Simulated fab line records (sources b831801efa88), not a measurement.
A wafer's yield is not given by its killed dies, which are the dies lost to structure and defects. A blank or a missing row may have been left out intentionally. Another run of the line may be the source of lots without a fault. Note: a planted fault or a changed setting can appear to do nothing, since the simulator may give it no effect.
fab line records -- flow gf180mcu
record: lots: 14, wafers: 41, lastDay: 34
route steps=602 shown HV_LDD@212 CONTACT@292 M1@316
lots that met no fault: taken from a fault-free run of the same line
startH: hours from the record's first day to the start of the lot's first wafer shown -- waitH: hours since the lot's step before -- " the same as in the row above -- L1.1+2: several wafers, shown together as one row -- - no value, or no start given -- * or withheld: withheld -- < > ~ a bound
route shown NAME@n: NAME is a module with steps in the file, n the number in the route of the first one -- usual: mean/standard deviation taken from wafers without a fault -- same: alike in all rows -- chamber/n: place in a boat -- sites: the reading at each site -- _std_site: how widely they spread, as a standard deviation -- _edge_site: the outer-site mean with the inner-site mean subtracted -- radiusMm: for every site, how far away it sits from the centre of the wafer -- mask NAME#n: copy n -- behind: the most recent tool/chamber to have shaped the wafer -- hold: what put the lot on hold/how long, in hours/how the hold closed -- device: the n, p or np transistor that did not switch -- end of line: the tests these same wafers got at the end of their route -- where a step has no rows: the recipe by itself -- killed: count of dies lost to structure and defects at first sort (not the wafer's yield) -- map: per-die view of a wafer (x killed, . not killed, _ where there is no die)
set.NAME: the setting the step ran with; set.NAME@STEP: the setting that earlier step ran with -- model.NAME: the simulator's own value behind a step, which no gauge read
route steps across a sampled set of lots; one table per step, one row per wafer
services: when a tool's chamber went out of use (startH, in hours from the record's first day, below 0 if earlier), for how many hours, and the reason
== steps ==
step: GF_HV_LDD_IMPLANT_36
recipe: species: P, energyKev: 60, doseCm2: 7.5e+12, tiltDeg: 30, rotationDeg: 270
usual: beamOnS: 9.98/0.19
lot.wafer,tool,chamber,startH,waitH,beamOnS
L958.1,implanter-03,0,252.74,0.1,10.24
L958.2,implanter-03,0,252.74,0.1,9.76
L958.3,implanter-03,0,252.74,0.1,9.69
L959.1,implanter-03,0,262.33,0.1,10.06
L959.2,implanter-03,0,262.33,0.1,9.68
L959.6,implanter-03,0,262.33,0.1,10.04
L960.1,implanter-04,0,268.99,0.1,10.14
L960.2,implanter-04,0,268.99,0.1,10.26
L960.4,implanter-04,0,268.99,0.1,9.98
L961.1,implanter-04,0,276.58,0.1,9.97
L961.3,implanter-04,0,276.58,0.1,9.86
L961.6,implanter-04,0,276.58,0.1,9.93
L964.4,implanter-03,0,294.83,0.1,10.14
L964.6,implanter-03,0,294.83,0.1,9.64
L968.2,implanter-03,0,328.08,0.1,10.08
L968.3,implanter-03,0,328.08,0.1,9.84
L968.4,implanter-03,0,328.08,0.1,10.07
L973.2,implanter-02,0,366.28,0.1,10.03
L973.3,implanter-02,0,366.28,0.1,9.97
L973.5,implanter-02,0,366.28,0.1,9.88
L975.1,implanter-02,0,387.74,0.1,10.12
L975.2,implanter-02,0,387.74,0.1,9.99
L975.3,implanter-02,0,387.74,0.1,9.82
L976.1,implanter-02,0,390.91,0.1,10.20
L976.4,implanter-02,0,390.91,0.1,10.07
L976.5,implanter-02,0,390.91,0.1,9.65
L977.1,implanter-03,0,399.95,0.1,9.95
L977.3,implanter-03,0,399.95,0.1,10.10
L977.4,implanter-03,0,399.95,0.1,10.07
L978.1,implanter-03,0,409.83,0.1,10.07
L978.2,implanter-03,0,409.83,0.1,10.23
L978.5,implanter-03,0,409.83,0.1,9.90
L979.1,implanter-04,0,424.38,0.1,10.25
L979.4,implanter-04,0,424.38,0.1,9.96
L979.5,implanter-04,0,424.38,0.1,10.02
L981.1,implanter-02,0,433.68,0.1,9.99
L981.4,implanter-02,0,433.68,0.1,9.94
L981.5,implanter-02,0,433.68,0.1,10.01
L980.3,implanter-02,0,438.44,0.1,10.23
L980.4,implanter-02,0,438.44,0.1,10.46
L980.5,implanter-02,0,438.44,0.1,9.80
step: GF_HV_LDD_RTA_52
recipe: tempC: 1000, timeS: 10, ambient: N2
usual: lampPowerPct: 30.0/0.64, wafer_temp_C_max: 1004.9/2.4
lot.wafer,tool,chamber,startH,waitH,lampPowerPct,wafer_temp_C_max
L958.1,rtpAnneal-01,0,272.29,0.0,30.4,1003.8
L958.2,rtpAnneal-01,0,272.29,0.0,30.4,1005.3
L958.3,rtpAnneal-01,0,272.29,0.0,30.4,1003.7
L959.1,rtpAnneal-01,0,281.94,0.0,30.4,1004.0
L959.2,rtpAnneal-01,0,281.94,0.0,30.4,1003.9
L959.6,rtpAnneal-01,0,281.94,0.0,30.3,1003.5
L960.1,rtpAnneal-01,0,289.35,0.0,30.4,1003.5
L960.2,rtpAnneal-01,0,289.35,0.0,30.4,1002.9
L960.4,rtpAnneal-01,0,289.35,0.0,30.4,1003.1
L961.1,rtpAnneal-01,0,296.97,0.0,30.4,1003.7
L961.3,rtpAnneal-01,0,296.97,0.0,30.4,1002.0
L961.6,rtpAnneal-01,0,296.97,0.0,30.4,1004.4
L964.4,rtpAnneal-01,0,316.00,0.0,30.4,1003.4
L964.6,rtpAnneal-01,0,316.00,0.0,30.4,1004.1
L968.2,rtpAnneal-01,0,349.23,0.0,30.4,1004.0
L968.3,rtpAnneal-01,0,349.23,0.0,30.4,1002.9
L968.4,rtpAnneal-01,0,349.23,0.0,30.3,1003.3
L973.2,rtpAnneal-01,0,389.31,0.0,30.4,1003.5
L973.3,rtpAnneal-01,0,389.31,0.0,30.3,1003.2
L973.5,rtpAnneal-01,0,389.31,0.0,30.4,1004.3
L975.1,rtpAnneal-01,0,412.20,0.0,30.3,1003.2
L975.2,rtpAnneal-01,0,412.20,0.0,30.4,1004.0
L975.3,rtpAnneal-01,0,412.20,0.0,30.4,1003.8
L976.1,rtpAnneal-02,0,414.77,0.0,28.9,1008.6
L976.4,rtpAnneal-02,0,414.77,0.0,28.9,1009.8
L976.5,rtpAnneal-02,0,414.77,0.0,28.9,1009.7
L977.1,rtpAnneal-02,0,424.06,0.0,28.9,1008.8
L977.3,rtpAnneal-02,0,424.06,0.0,28.9,1007.7
L977.4,rtpAnneal-02,0,424.06,0.0,28.9,1007.1
L978.1,rtpAnneal-01,0,434.16,0.0,30.3,1003.2
L978.2,rtpAnneal-01,0,434.16,0.0,30.3,1003.6
L978.5,rtpAnneal-01,0,434.16,0.0,30.4,1003.7
L979.1,rtpAnneal-01,0,449.97,0.0,30.4,1005.1
L979.4,rtpAnneal-01,0,449.97,0.0,30.3,1003.5
L979.5,rtpAnneal-01,0,449.97,0.0,30.3,1003.2
L981.1,rtpAnneal-01,0,458.84,0.0,30.4,1004.0
L981.4,rtpAnneal-01,0,458.84,0.0,30.4,1003.2
L981.5,rtpAnneal-01,0,458.84,0.0,30.4,1003.6
L980.3,rtpAnneal-01,0,462.73,0.0,30.3,1003.0
L980.4,rtpAnneal-01,0,462.73,0.0,30.4,1005.0
L980.5,rtpAnneal-01,0,462.73,0.0,30.4,1005.5
step: GF_HV_LDD_RS_MEAS_53
recipe: thkMeasGauge: four-point-probe
usual: HV_LDD_RS: 418.6/0.75
lot.wafer,tool,chamber,startH,waitH,HV_LDD_RS[ohm/sq]
L958.1,filmMetro-02,-,272.36,0.1,417.8
L958.2,filmMetro-02,-,272.36,0.1,418.0
L958.3,filmMetro-02,-,272.36,0.1,418.2
L959.1,filmMetro-02,-,282.08,0.1,418.0
L959.2,filmMetro-02,-,282.08,0.1,417.9
L959.6,filmMetro-02,-,282.08,0.1,417.3
L960.1,filmMetro-04,-,289.42,0.1,419.7
L960.2,filmMetro-04,-,289.42,0.1,419.2
L960.4,filmMetro-04,-,289.42,0.1,419.6
L961.1,filmMetro-03,-,297.03,0.1,419.1
L961.3,filmMetro-03,-,297.03,0.1,419.0
L961.6,filmMetro-03,-,297.03,0.1,418.8
L964.4,filmMetro-04,-,316.09,0.1,418.3
L964.6,filmMetro-04,-,316.09,0.1,421.4
L968.2,filmMetro-03,-,349.31,0.1,418.6
L968.3,filmMetro-03,-,349.31,0.1,421.2
L968.4,filmMetro-03,-,349.31,0.1,418.8
L973.2,filmMetro-03,-,389.39,0.1,420.0
L973.3,filmMetro-03,-,389.39,0.1,418.1
L973.5,filmMetro-03,-,389.39,0.1,419.7
L975.1,filmMetro-04,-,412.26,0.1,418.5
L975.2,filmMetro-04,-,412.26,0.1,419.3
L975.3,filmMetro-04,-,412.26,0.1,418.8
L976.1,filmMetro-04,-,414.83,0.1,418.6
L976.4,filmMetro-04,-,414.83,0.1,419.4
L976.5,filmMetro-04,-,414.83,0.1,418.7
L977.1,filmMetro-03,-,424.13,0.1,417.3
L977.3,filmMetro-03,-,424.13,0.1,417.9
L977.4,filmMetro-03,-,424.13,0.1,418.8
L978.1,filmMetro-03,-,434.23,0.1,418.8
L978.2,filmMetro-03,-,434.23,0.1,418.8
L978.5,filmMetro-03,-,434.23,0.1,418.0
L979.1,filmMetro-03,-,450.04,0.1,418.6
L979.4,filmMetro-03,-,450.04,0.1,419.1
L979.5,filmMetro-03,-,450.04,0.1,418.4
L981.1,filmMetro-04,-,458.91,0.1,419.5
L981.4,filmMetro-04,-,458.91,0.1,418.6
L981.5,filmMetro-04,-,458.91,0.1,419.0
L980.3,filmMetro-03,-,462.82,0.1,418.5
L980.4,filmMetro-03,-,462.82,0.1,418.8
L980.5,filmMetro-03,-,462.82,0.1,417.6
step: GF_CONTACT_BOW_MEAS_05
recipe: mode: bow
usual: CONTACT_BOW: 66/6.9
lot.wafer,tool,chamber,startH,waitH,CONTACT_BOW[um]
L958.1,filmMetro-02,-,338.78,0.1,61
L958.2,filmMetro-02,-,338.78,0.1,66
L958.3,filmMetro-02,-,338.78,0.1,77
L959.1,filmMetro-03,-,348.92,0.1,73
L959.2,filmMetro-03,-,348.92,0.1,71
L959.6,filmMetro-03,-,348.92,0.1,63
L960.1,filmMetro-02,-,355.52,0.1,61
L960.2,filmMetro-02,-,355.52,0.1,63
L960.4,filmMetro-02,-,355.52,0.1,76
L961.1,filmMetro-03,-,365.49,0.2,66
L961.3,filmMetro-03,-,365.49,0.2,63
L961.6,filmMetro-03,-,365.49,0.2,56
L964.4,filmMetro-03,-,389.13,0.3,67
L964.6,filmMetro-03,-,389.13,0.3,61
L968.2,filmMetro-02,-,423.22,0.2,58
L968.3,filmMetro-02,-,423.22,0.2,68
L968.4,filmMetro-02,-,423.22,0.2,64
L973.2,filmMetro-02,-,466.15,0.1,84
L973.3,filmMetro-02,-,466.15,0.1,67
L973.5,filmMetro-02,-,466.15,0.1,67
L976.1,filmMetro-04,-,493.30,0.1,70
L976.4,filmMetro-04,-,493.30,0.1,58
L976.5,filmMetro-04,-,493.30,0.1,65
L975.1,filmMetro-04,-,493.58,0.2,58
L975.2,filmMetro-04,-,493.58,0.2,70
L975.3,filmMetro-04,-,493.58,0.2,63
L977.1,filmMetro-03,-,501.29,0.1,60
L977.3,filmMetro-03,-,501.29,0.1,72
L977.4,filmMetro-03,-,501.29,0.1,60
L978.1,filmMetro-03,-,511.81,0.1,62
L978.2,filmMetro-03,-,511.81,0.1,69
L978.5,filmMetro-03,-,511.81,0.1,60
L979.1,filmMetro-02,-,525.46,0.2,70
L979.4,filmMetro-02,-,525.46,0.2,52
L979.5,filmMetro-02,-,525.46,0.2,53
L981.1,filmMetro-03,-,535.62,0.1,71
L981.4,filmMetro-03,-,535.62,0.1,62
L981.5,filmMetro-03,-,535.62,0.1,60
L980.3,filmMetro-02,-,537.47,0.2,46
L980.4,filmMetro-02,-,537.47,0.2,55
L980.5,filmMetro-02,-,537.47,0.2,73
step: GF_M1_SPUTTER_01
recipe: material: TiN, targetThkNm: 30, powerW: 6500, timeS: 25, chamberPressurePa: 0.4
usual: chamberPressurePa: 0.4000/0.00092, throttleValvePct: 29.9/1.1
lot.wafer,tool,chamber,startH,waitH,chamberPressurePa,throttleValvePct
L958.1,pvdSputter-02,-,361.15,0.1,0.4004,29.0
L958.2,pvdSputter-02,-,361.15,0.1,0.4009,30.6
L958.3,pvdSputter-02,-,361.15,0.1,0.4000,31.3
L959.1,pvdSputter-04,-,371.85,0.1,0.4010,30.3
L959.2,pvdSputter-04,-,371.85,0.1,0.3999,29.6
L959.6,pvdSputter-04,-,371.85,0.1,0.4003,28.8
L960.1,pvdSputter-03,-,379.32,0.1,0.4019,28.8
L960.2,pvdSputter-03,-,379.32,0.1,0.3998,28.7
L960.4,pvdSputter-03,-,379.32,0.1,0.3995,32.1
L961.1,pvdSputter-03,-,389.63,0.1,0.4002,30.5
L961.3,pvdSputter-03,-,389.63,0.1,0.3982,31.9
L961.6,pvdSputter-03,-,389.63,0.1,0.4005,28.8
L964.4,pvdSputter-04,-,414.13,0.1,0.3988,29.7
L964.6,pvdSputter-04,-,414.13,0.1,0.3993,28.8
L968.2,pvdSputter-03,-,448.92,0.1,0.4002,28.4
L968.3,pvdSputter-03,-,448.92,0.1,0.4012,30.8
L968.4,pvdSputter-03,-,448.92,0.1,0.4001,32.1
L973.2,pvdSputter-03,-,492.13,0.1,0.4005,30.6
L973.3,pvdSputter-03,-,492.13,0.1,0.3997,31.8
L973.5,pvdSputter-03,-,492.13,0.1,0.4001,28.6
L976.1,pvdSputter-02,-,518.27,0.1,0.3999,30.2
L976.4,pvdSputter-02,-,518.27,0.1,0.4009,30.6
L976.5,pvdSputter-02,-,518.27,0.1,0.3996,29.0
L975.1,pvdSputter-03,-,518.62,0.1,0.3999,30.8
L975.2,pvdSputter-03,-,518.62,0.1,0.4005,29.1
L975.3,pvdSputter-03,-,518.62,0.1,0.3988,28.8
L977.1,pvdSputter-03,-,525.17,0.1,0.3995,28.7
L977.3,pvdSputter-03,-,525.17,0.1,0.4003,31.9
L977.4,pvdSputter-03,-,525.17,0.1,0.3992,28.9
L978.1,pvdSputter-02,-,536.04,0.1,0.4003,28.9
L978.2,pvdSputter-02,-,536.04,0.1,0.4006,31.0
L978.5,pvdSputter-02,-,536.04,0.1,0.3986,30.4
L979.1,pvdSputter-02,-,549.73,0.1,0.3990,29.1
L979.4,pvdSputter-02,-,549.73,0.1,0.3983,30.8
L979.5,pvdSputter-02,-,549.73,0.1,0.3989,29.2
L981.1,pvdSputter-03,-,560.18,0.1,0.4032,28.6
L981.4,pvdSputter-03,-,560.18,0.1,0.4001,30.7
L981.5,pvdSputter-03,-,560.18,0.1,0.4022,28.6
L980.3,pvdSputter-03,-,561.06,0.1,0.4004,31.0
L980.4,pvdSputter-03,-,561.06,0.1,0.4000,28.8
L980.5,pvdSputter-03,-,561.06,0.1,0.3998,30.5
== services ==
tool,chamber,startH,hours,kind
pvdSputter-04,-,233.67,7.7,repair
implanter-04,-,259.73,3.0,pm
rtpAnneal-01,-,266.30,1.4,pm
implanter-04,-,293.74,3.1,repair
implanter-02,-,295.78,2.0,repair
implanter-03,-,306.77,2.6,repair
pvdSputter-03,1,334.32,-,consumableReplace:kit
pvdSputter-03,1,334.32,18.0,scheduledDown
implanter-02,-,344.73,6.6,pm
implanter-02,-,359.82,2.1,repair
implanter-04,-,361.07,4.7,pm
implanter-03,-,386.19,3.3,pm
pvdSputter-03,-,407.24,5.0,repair
pvdSputter-02,-,427.91,0.9,repair
implanter-04,-,430.67,2.7,pm
implanter-04,-,439.12,1.8,repair
rtpAnneal-02,-,446.46,5.2,pm
implanter-04,-,449.75,15.8,pm
implanter-03,-,456.59,0.6,repair
pvdSputter-02,-,463.98,2.9,repair
pvdSputter-02,-,488.11,0.9,repair
rtpAnneal-01,-,493.05,3.9,pm
implanter-03,-,500.38,5.4,repair
pvdSputter-03,-,536.83,2.3,repair
== key ==
firstSign: step: GF_HV_LDD_RS_MEAS_53, reading: HV_LDD_RS, direction: up, sigmas: 3.6, usual: 418.6, struck: 421.3
effect none on later readings
metAt GF_HV_LDD_IMPLANT_36
struckLots L964,L968
struckWafers L964.6,L968.3
testerLeftOut L964,L968
notActingAt GF_HV_LDD_RTA_52,GF_CONTACT_BOW_MEAS_05,GF_M1_SPUTTER_01
onsetBetween 262.33 294.83
fault: kind: processParameterDrift, tool: implanter-03, chamber: -, onsetH: 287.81, steps: GF_HV_LDD_IMPLANT_36, channel: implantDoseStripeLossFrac, offset: 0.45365, shape: step, endH: 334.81, scope: struckWafersOnly
testerLeftOut: of these lots the tester's yield and bins aren't shown, on N5 and GAA mostly nor the transistor test; their killed dies are dies lost to structure and defects alone, not to doping, threshold or leakage, so they don't give the yield
